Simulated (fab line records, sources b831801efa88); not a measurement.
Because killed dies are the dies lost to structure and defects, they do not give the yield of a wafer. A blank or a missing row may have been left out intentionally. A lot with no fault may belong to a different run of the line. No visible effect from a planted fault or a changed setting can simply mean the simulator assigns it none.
Which tool is to blame? | flow gf180mcu | 24 lots, 72 wafers sampled, at 5 steps of a route of 602

## WHAT THE GAUGES SHOWED, per wafer
GF_V4_RS_MEAS_24: measurement is done with a four-point probe.
lot  | measured     | on           | V4_W_RS (ohm/sq)
L074 | day 24 10:02 | filmMetro-01 | 0.325 0.328 0.324
L075 | day 24 17:52 | filmMetro-03 | 0.319 0.321 0.326
L076 | day 25 05:04 | filmMetro-03 | 0.328 0.329 0.327
L077 | day 25 07:31 | filmMetro-03 | 0.330 0.329 0.333
L078 | day 25 23:44 | filmMetro-02 | 0.331 0.329 0.330
L079 | day 26 05:12 | filmMetro-02 | 0.332 0.331 0.324
L080 | day 26 13:54 | filmMetro-03 | 0.328 0.326 0.323
L081 | day 26 17:46 | filmMetro-01 | 0.327 0.325 0.320
L082 | day 27 03:16 | filmMetro-01 | 0.331 0.329 0.328
L083 | day 27 12:20 | filmMetro-02 | 0.326 0.321 0.323
L084 | day 27 20:35 | filmMetro-02 | 0.325 0.322 0.325
L085 | day 28 04:48 | filmMetro-01 | 0.322 0.323 0.319
L086 | day 28 13:01 | filmMetro-03 | 0.333 0.325 0.327
L087 | day 28 18:30 | filmMetro-03 | 0.331 0.326 0.320
L088 | day 28 23:46 | filmMetro-01 | 0.329 0.330 0.334
L089 | day 29 09:16 | filmMetro-02 | 0.327 0.327 0.325
L090 | day 29 15:24 | filmMetro-01 | 0.328 0.328 0.330
L091 | day 29 18:19 | filmMetro-03 | 0.324 0.322 0.322
L092 | day 30 01:16 | filmMetro-02 | 0.328 0.320 0.323
L093 | day 30 06:20 | filmMetro-02 | 0.336 0.333 0.332
L094 | day 30 14:26 | filmMetro-02 | 0.327 0.329 0.329
L095 | day 30 18:49 | filmMetro-01 | 0.323 0.320 0.328
L096 | day 31 02:18 | filmMetro-02 | 0.335 0.332 0.330
L097 | day 31 06:38 | filmMetro-02 | 0.330 0.332 0.323

GF_V4_THK_MEAS_25: measures by xrf.
lot  | measured     | on           | V4_W_THK (nm)
L074 | day 24 10:09 | filmMetro-01 | 344 342 345
L075 | day 24 17:59 | filmMetro-03 | 358 355 350
L076 | day 25 05:10 | filmMetro-03 | 351 349 352
L077 | day 25 07:38 | filmMetro-03 | 348 351 346
L078 | day 25 23:51 | filmMetro-02 | 341 345 342
L079 | day 26 05:18 | filmMetro-02 | 347 346 353
L080 | day 26 14:01 | filmMetro-03 | 351 351 355
L081 | day 26 17:53 | filmMetro-01 | 341 343 347
L082 | day 27 03:23 | filmMetro-01 | 337 339 339
L083 | day 27 12:26 | filmMetro-02 | 355 357 353
L084 | day 27 20:41 | filmMetro-02 | 353 358 352
L085 | day 28 04:55 | filmMetro-01 | 347 346 349
L086 | day 28 13:08 | filmMetro-03 | 350 360 355
L087 | day 28 18:37 | filmMetro-03 | 351 356 363
L088 | day 28 23:53 | filmMetro-01 | 339 341 333
L089 | day 29 09:23 | filmMetro-02 | 349 347 351
L090 | day 29 15:31 | filmMetro-01 | 343 342 343
L091 | day 29 18:25 | filmMetro-03 | 351 351 353
L092 | day 30 01:23 | filmMetro-02 | 352 358 356
L093 | day 30 06:27 | filmMetro-02 | 343 347 347
L094 | day 30 14:33 | filmMetro-02 | 351 351 350
L095 | day 30 18:56 | filmMetro-01 | 351 354 345
L096 | day 31 02:25 | filmMetro-02 | 344 345 349
L097 | day 31 06:44 | filmMetro-02 | 350 349 356

## TOOL THAT RAN EACH LOT (tool first, then ch and the chambers of the sampled wafers, then the start)
lot  | GF_M4_SPUTTER_00            | GF_V4_STRIP_18                      | GF_V4_SPUTTER_22
L074 | pvdSputter-02, day 22 10:03 | plasmaAsher-01 ch 0,1, day 24 09:10 | pvdSputter-01, day 24 09:46
L075 | pvdSputter-04, day 22 18:40 | plasmaAsher-02 ch 0,1, day 24 17:02 | pvdSputter-01, day 24 17:42
L076 | pvdSputter-04, day 23 06:06 | plasmaAsher-01 ch 0,1, day 25 04:17 | pvdSputter-02, day 25 04:53
L077 | pvdSputter-03, day 23 09:00 | plasmaAsher-04 ch 0,1, day 25 06:46 | pvdSputter-02, day 25 07:22
L078 | pvdSputter-03, day 24 01:50 | plasmaAsher-02 ch 0, day 25 22:58   | pvdSputter-04, day 25 23:34
L079 | pvdSputter-02, day 24 07:55 | plasmaAsher-04 ch 0,1, day 26 04:26 | pvdSputter-01, day 26 05:01
L080 | pvdSputter-02, day 24 16:52 | plasmaAsher-02 ch 1, day 26 13:04   | pvdSputter-01, day 26 13:44
L081 | pvdSputter-03, day 24 20:56 | plasmaAsher-01 ch 0,1, day 26 16:58 | pvdSputter-02, day 26 17:37
L082 | pvdSputter-03, day 25 07:32 | plasmaAsher-04 ch 0,1, day 27 02:30 | pvdSputter-01, day 27 03:06
L083 | pvdSputter-03, day 25 16:29 | plasmaAsher-02 ch 0,1, day 27 11:35 | pvdSputter-04, day 27 12:09
L084 | pvdSputter-04, day 26 00:58 | plasmaAsher-02 ch 0,1, day 27 19:49 | pvdSputter-02, day 27 20:25
L085 | pvdSputter-02, day 26 10:46 | plasmaAsher-01 ch 0,1, day 28 04:02 | pvdSputter-04, day 28 04:38
L086 | pvdSputter-04, day 26 18:38 | plasmaAsher-02 ch 0,1, day 28 12:17 | pvdSputter-04, day 28 12:52
L087 | pvdSputter-02, day 27 00:38 | plasmaAsher-04 ch 0,1, day 28 17:41 | pvdSputter-01, day 28 18:20
L088 | pvdSputter-04, day 27 05:24 | plasmaAsher-04 ch 0, day 28 22:59   | pvdSputter-04, day 28 23:37
L089 | pvdSputter-02, day 27 15:32 | plasmaAsher-04 ch 0,1, day 29 08:31 | pvdSputter-01, day 29 09:07
L090 | pvdSputter-04, day 27 21:38 | plasmaAsher-04 ch 0,1, day 29 14:38 | pvdSputter-04, day 29 15:14
L091 | pvdSputter-02, day 28 01:19 | plasmaAsher-02 ch 0,1, day 29 17:28 | pvdSputter-04, day 29 18:08
L092 | pvdSputter-02, day 28 07:28 | plasmaAsher-02 ch 0,1, day 30 00:11 | pvdSputter-04, day 30 01:07
L093 | pvdSputter-03, day 28 15:32 | plasmaAsher-02 ch 0,1, day 30 05:35 | pvdSputter-01, day 30 06:11
L094 | pvdSputter-02, day 28 22:52 | plasmaAsher-01 ch 1, day 30 13:40   | pvdSputter-04, day 30 14:16
L095 | pvdSputter-03, day 29 03:07 | plasmaAsher-01 ch 0,1, day 30 18:04 | pvdSputter-01, day 30 18:39
L096 | pvdSputter-03, day 29 11:49 | plasmaAsher-04 ch 0,1, day 31 01:32 | pvdSputter-04, day 31 02:08
L097 | pvdSputter-03, day 29 14:57 | plasmaAsher-01 ch 0,1, day 31 05:28 | pvdSputter-02, day 31 06:26
- GF_M4_SPUTTER_00: material Ti, target thk 37.5 nm, time 150 s.
- GF_V4_STRIP_18: strips in O2/N2.
- GF_V4_SPUTTER_22: material TiN, target thk 10 nm, time 40 s.

## WHAT THE TOOLS THEMSELVES READ (means of the sampled wafers that have a number; where no wafer has one, the mark that the record gives instead)
GF_M4_SPUTTER_00.
lot  | tool          | throttleValvePct (%)
L074 | pvdSputter-02 | 30.0
L075 | pvdSputter-04 | 29.0
L076 | pvdSputter-04 | 29.0
L077 | pvdSputter-03 | 30.0
L078 | pvdSputter-03 | 29.5
L079 | pvdSputter-02 | 30.2
L080 | pvdSputter-02 | 30.0
L081 | pvdSputter-03 | 30.3
L082 | pvdSputter-03 | 30.2
L083 | pvdSputter-03 | 29.5
L084 | pvdSputter-04 | 30.0
L085 | pvdSputter-02 | 29.8
L086 | pvdSputter-04 | 30.1
L087 | pvdSputter-02 | 30.3
L088 | pvdSputter-04 | 29.9
L089 | pvdSputter-02 | 30.2
L090 | pvdSputter-04 | 29.0
L091 | pvdSputter-02 | 29.8
L092 | pvdSputter-02 | 30.2
L093 | pvdSputter-03 | 30.4
L094 | pvdSputter-02 | 30.1
L095 | pvdSputter-03 | 29.5
L096 | pvdSputter-03 | 29.2
L097 | pvdSputter-03 | 30.3

GF_V4_STRIP_18.
lot  | tool           | drypumpMotorCurrentA (A) | heaterPowerW (W) | oesProductAu (a.u.)
L074 | plasmaAsher-01 | 5.3                      | 345              | 0.592
L075 | plasmaAsher-02 | 5.9                      | 346              | 0.594
L076 | plasmaAsher-01 | 5.3                      | 345              | 0.592
L077 | plasmaAsher-04 | 5.6                      | 375              | 0.592
L078 | plasmaAsher-02 | 5.4                      | 371              | 0.593
L079 | plasmaAsher-04 | 5.6                      | 376              | 0.594
L080 | plasmaAsher-02 | 6.0                      | 340              | 0.591
L081 | plasmaAsher-01 | 5.3                      | 342              | 0.596
L082 | plasmaAsher-04 | 5.6                      | 379              | 0.597
L083 | plasmaAsher-02 | 5.9                      | 348              | 0.595
L084 | plasmaAsher-02 | 5.9                      | 345              | 0.591
L085 | plasmaAsher-01 | 5.3                      | 352              | 0.592
L086 | plasmaAsher-02 | 5.9                      | 345              | 0.589
L087 | plasmaAsher-04 | 5.7                      | 391              | 0.593
L088 | plasmaAsher-04 | 5.7                      | 406              | 0.600
L089 | plasmaAsher-04 | 5.7                      | 385              | 0.593
L090 | plasmaAsher-04 | 5.7                      | 393              | 0.596
L091 | plasmaAsher-02 | 5.6                      | 349              | 0.597
L092 | plasmaAsher-02 | 5.6                      | 356              | 0.593
L093 | plasmaAsher-02 | 5.9                      | 350              | 0.593
L094 | plasmaAsher-01 | 5.7                      | 330              | 0.591
L095 | plasmaAsher-01 | 5.5                      | 332              | 0.595
L096 | plasmaAsher-04 | 5.7                      | 390              | 0.590
L097 | plasmaAsher-01 | 5.3                      | 347              | 0.590

GF_V4_SPUTTER_22.
lot  | tool          | throttleValvePct (%)
L074 | pvdSputter-01 | 28.5
L075 | pvdSputter-01 | 29.1
L076 | pvdSputter-02 | 30.0
L077 | pvdSputter-02 | 30.0
L078 | pvdSputter-04 | 30.2
L079 | pvdSputter-01 | 30.1
L080 | pvdSputter-01 | 29.0
L081 | pvdSputter-02 | 30.6
L082 | pvdSputter-01 | 28.5
L083 | pvdSputter-04 | 30.4
L084 | pvdSputter-02 | 30.2
L085 | pvdSputter-04 | 30.3
L086 | pvdSputter-04 | 30.4
L087 | pvdSputter-01 | 27.9
L088 | pvdSputter-04 | 29.1
L089 | pvdSputter-01 | 30.3
L090 | pvdSputter-04 | 29.5
L091 | pvdSputter-04 | 29.1
L092 | pvdSputter-04 | 29.4
L093 | pvdSputter-01 | 30.3
L094 | pvdSputter-04 | 30.1
L095 | pvdSputter-01 | 29.2
L096 | pvdSputter-04 | 29.1
L097 | pvdSputter-02 | 30.1

## THE ANSWER, worked out from the rows above alone
Rule: the lots themselves supply what counts as usual. The widest of any qualifying gaps counts: lots, ordered by their means at a reading, are off when they make up no more than a third of the lots, leave a main group of 4 or more, and stand apart from it by 3 or more times the standard deviation of that group's means. Not used: any main group whose means are identical at the precision the tables above print for the reading. A lot without any number at a reading at which 4 lots or more have one is off too. All remaining lots with rows at the step are treated as sound. The gauges are gone through in route order, then the tools' own readings, and for those a lot's mean is taken as printed above. At the first step where some lot is off, the reading lying furthest off is the one used; lots without a number count as furthest.
None of the lots is off at any reading shown; this tells nothing.

## WHAT THE SIMULATOR PUT IN
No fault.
